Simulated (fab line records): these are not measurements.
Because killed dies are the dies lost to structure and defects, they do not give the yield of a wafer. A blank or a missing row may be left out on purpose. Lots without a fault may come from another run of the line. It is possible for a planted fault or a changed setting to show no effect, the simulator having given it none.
Which tool is to blame? / flow sky130 / 36 wafers from 12 lots sampled at 4 of the route's 708 steps

WHAT THE GAUGES SHOWED, per wafer
SKY_VIA3_THK_MEAS_01. Usual: for VIA3_HDPCVD_THK the level is 1638 nm and the standard deviation is 16.
lot=L170; measured=day 39 02:48; on=filmMetro-03; VIA3_HDPCVD_THK (nm)=1647 1610 1629; flag=
lot=L171; measured=day 39 09:25; on=filmMetro-01; VIA3_HDPCVD_THK (nm)=1628 1622 1618; flag=
lot=L173; measured=day 39 20:35; on=filmMetro-01; VIA3_HDPCVD_THK (nm)=1626 1621 1640; flag=
lot=L172; measured=day 39 22:30; on=filmMetro-04; VIA3_HDPCVD_THK (nm)=1640 1626 1621; flag=
lot=L174; measured=day 40 06:35; on=filmMetro-01; VIA3_HDPCVD_THK (nm)=1650 1643 1651; flag=
lot=L177; measured=day 40 22:58; on=filmMetro-01; VIA3_HDPCVD_THK (nm)=1626 1644 1634; flag=
lot=L178; measured=day 41 06:47; on=filmMetro-03; VIA3_HDPCVD_THK (nm)=1646 1635 1631; flag=
lot=L179; measured=day 41 18:42; on=filmMetro-04; VIA3_HDPCVD_THK (nm)=1637 1639 1642; flag=
lot=L183; measured=day 42 18:49; on=filmMetro-03; VIA3_HDPCVD_THK (nm)=1625 1645 1662; flag=
lot=L184; measured=day 43 01:00; on=filmMetro-01; VIA3_HDPCVD_THK (nm)=1632 1199 1227; flag=OFF
lot=L186; measured=day 43 15:49; on=filmMetro-03; VIA3_HDPCVD_THK (nm)=1208 1618 1635; flag=OFF
lot=L191; measured=day 44 18:50; on=filmMetro-01; VIA3_HDPCVD_THK (nm)=1639 1657 1658; flag=

SKY_VIA3_OVL_MEAS_13. Usual: for VIA3_OVL the level is -1 nm and the standard deviation is 5.1.
lot=L170; measured=day 40 03:56; on=overlay-01; VIA3_OVL (nm)=0 -3 -3; flag=
lot=L171; measured=day 40 10:17; on=overlay-01; VIA3_OVL (nm)=3 -5 2; flag=
lot=L173; measured=day 40 21:51; on=overlay-02; VIA3_OVL (nm)=-3 -6 -5; flag=
lot=L172; measured=day 40 23:31; on=overlay-01; VIA3_OVL (nm)=-3 6 2; flag=
lot=L174; measured=day 41 08:08; on=overlay-02; VIA3_OVL (nm)=4 3 5; flag=
lot=L177; measured=day 41 23:23; on=overlay-01; VIA3_OVL (nm)=-2 0 -5; flag=
lot=L178; measured=day 42 06:58; on=overlay-01; VIA3_OVL (nm)=1 -10 -1; flag=
lot=L179; measured=day 42 17:53; on=overlay-01; VIA3_OVL (nm)=1 2 1; flag=
lot=L183; measured=day 43 18:26; on=overlay-01; VIA3_OVL (nm)=9 3 2; flag=
lot=L184; measured=day 44 00:56; on=overlay-02; VIA3_OVL (nm)=-4 1 0; flag=
lot=L186; measured=day 44 15:44; on=overlay-02; VIA3_OVL (nm)=-14 -7 -6; flag=
lot=L191; measured=day 45 16:53; on=overlay-02; VIA3_OVL (nm)=3 -2 3; flag=

WHAT TOOL EACH LOT RAN ON (gives the tool, then ch and the chambers of the sampled wafers, and finally the start)
lot=L170; SKY_VIA2_CVD_21=cvdW-01 ch 0,1, day 36 21:37; SKY_VIA3_HDPCVD_00=hdpcvd-02 ch 1,2, day 39 02:37
lot=L171; SKY_VIA2_CVD_21=cvdW-02 ch 0,1, day 37 04:52; SKY_VIA3_HDPCVD_00=hdpcvd-01 ch 0,2, day 39 09:14
lot=L173; SKY_VIA2_CVD_21=cvdW-01 ch 0,1, day 37 16:27; SKY_VIA3_HDPCVD_00=hdpcvd-01 ch 0,1,2, day 39 20:28
lot=L172; SKY_VIA2_CVD_21=cvdW-01 ch 0,1, day 37 17:50; SKY_VIA3_HDPCVD_00=hdpcvd-02 ch 0,1, day 39 22:20
lot=L174; SKY_VIA2_CVD_21=cvdW-01 ch 0,1, day 38 02:04; SKY_VIA3_HDPCVD_00=hdpcvd-02 ch 0,1, day 40 06:25
lot=L177; SKY_VIA2_CVD_21=cvdW-01 ch 0,1, day 38 17:43; SKY_VIA3_HDPCVD_00=hdpcvd-01 ch 0,1,2, day 40 22:47
lot=L178; SKY_VIA2_CVD_21=cvdW-01 ch 0,1, day 39 02:56; SKY_VIA3_HDPCVD_00=hdpcvd-01 ch 0,2, day 41 06:37
lot=L179; SKY_VIA2_CVD_21=cvdW-01 ch 0,1, day 39 15:34; SKY_VIA3_HDPCVD_00=hdpcvd-01 ch 0,1, day 41 18:26
lot=L183; SKY_VIA2_CVD_21=cvdW-02 ch 0,1, day 40 17:49; SKY_VIA3_HDPCVD_00=hdpcvd-02 ch 0,1, day 42 18:38
lot=L184; SKY_VIA2_CVD_21=cvdW-01 ch 0,1, day 40 23:58; SKY_VIA3_HDPCVD_00=hdpcvd-02 ch 0,1,2, day 43 00:50
lot=L186; SKY_VIA2_CVD_21=cvdW-01 ch 0,1, day 41 14:34; SKY_VIA3_HDPCVD_00=hdpcvd-02 ch 0,1,2, day 43 15:38
lot=L191; SKY_VIA2_CVD_21=cvdW-02 ch 1, day 42 18:24; SKY_VIA3_HDPCVD_00=hdpcvd-01 ch 0,1,2, day 44 18:40
- SKY_VIA2_CVD_21: deposits W, target thk 420 nm, time 126.4 s.
- SKY_VIA3_HDPCVD_00: deposits SiO2, target thk 1635 nm, time 272.5 s.

WHAT THE TOOLS THEMSELVES READ (means of the sampled wafers that have a number; where no wafer has one, the mark that the record gives instead)
SKY_VIA2_CVD_21. Usual: heaterPowerW reads 894 W (standard deviation 59).
lot=L170; tool=cvdW-01; heaterPowerW (W)=863; flag=
lot=L171; tool=cvdW-02; heaterPowerW (W)=989; flag=
lot=L173; tool=cvdW-01; heaterPowerW (W)=860; flag=
lot=L172; tool=cvdW-01; heaterPowerW (W)=870; flag=
lot=L174; tool=cvdW-01; heaterPowerW (W)=847; flag=
lot=L177; tool=cvdW-01; heaterPowerW (W)=860; flag=
lot=L178; tool=cvdW-01; heaterPowerW (W)=845; flag=
lot=L179; tool=cvdW-01; heaterPowerW (W)=856; flag=
lot=L183; tool=cvdW-02; heaterPowerW (W)=941; flag=
lot=L184; tool=cvdW-01; heaterPowerW (W)=836; flag=
lot=L186; tool=cvdW-01; heaterPowerW (W)=868; flag=
lot=L191; tool=cvdW-02; heaterPowerW (W)=913; flag=

SKY_VIA3_HDPCVD_00. Usual: sih4FlowSccm reads 60.04 sccm (standard deviation 0.18).
lot=L170; tool=hdpcvd-02; sih4FlowSccm (sccm)=59.95; flag=
lot=L171; tool=hdpcvd-01; sih4FlowSccm (sccm)=60.11; flag=
lot=L173; tool=hdpcvd-01; sih4FlowSccm (sccm)=60.11; flag=
lot=L172; tool=hdpcvd-02; sih4FlowSccm (sccm)=60.12; flag=
lot=L174; tool=hdpcvd-02; sih4FlowSccm (sccm)=60.04; flag=
lot=L177; tool=hdpcvd-01; sih4FlowSccm (sccm)=59.84; flag=
lot=L178; tool=hdpcvd-01; sih4FlowSccm (sccm)=60.07; flag=
lot=L179; tool=hdpcvd-01; sih4FlowSccm (sccm)=60.26; flag=
lot=L183; tool=hdpcvd-02; sih4FlowSccm (sccm)=59.93; flag=
lot=L184; tool=hdpcvd-02; sih4FlowSccm (sccm)=59.91; flag=
lot=L186; tool=hdpcvd-02; sih4FlowSccm (sccm)=59.95; flag=
lot=L191; tool=hdpcvd-01; sih4FlowSccm (sccm)=60.19; flag=

THE ANSWER, worked out from the rows above alone
Rule: a lot is off if the mean of its wafers that have a number lies more than 3 standard deviations from the usual mean. Also off: a lot with no number at a reading for which 4 or more lots have one. Where the step has rows for the other lots, those lots are counted as sound. Order of review: gauges by route order, followed by the tools' own readings, for which a lot's mean as printed above is used. The first step at which some lot is off is used, and at that step the reading that is off furthest; a lot without a number counts as furthest.
Off: L184, L186, seen at SKY_VIA3_THK_MEAS_01 (VIA3_HDPCVD_THK).
If a tool, at a process step before that reading, ran all the lots that are off and no sound lot after the first of them, it fits. The gauges at SKY_VIA3_THK_MEAS_01 are tried like those tools. This does not decide it: 2 tools fit, namely cvdW-01 at SKY_VIA2_CVD_21 and hdpcvd-02 at SKY_VIA3_HDPCVD_00.

WHAT THE SIMULATOR PUT IN
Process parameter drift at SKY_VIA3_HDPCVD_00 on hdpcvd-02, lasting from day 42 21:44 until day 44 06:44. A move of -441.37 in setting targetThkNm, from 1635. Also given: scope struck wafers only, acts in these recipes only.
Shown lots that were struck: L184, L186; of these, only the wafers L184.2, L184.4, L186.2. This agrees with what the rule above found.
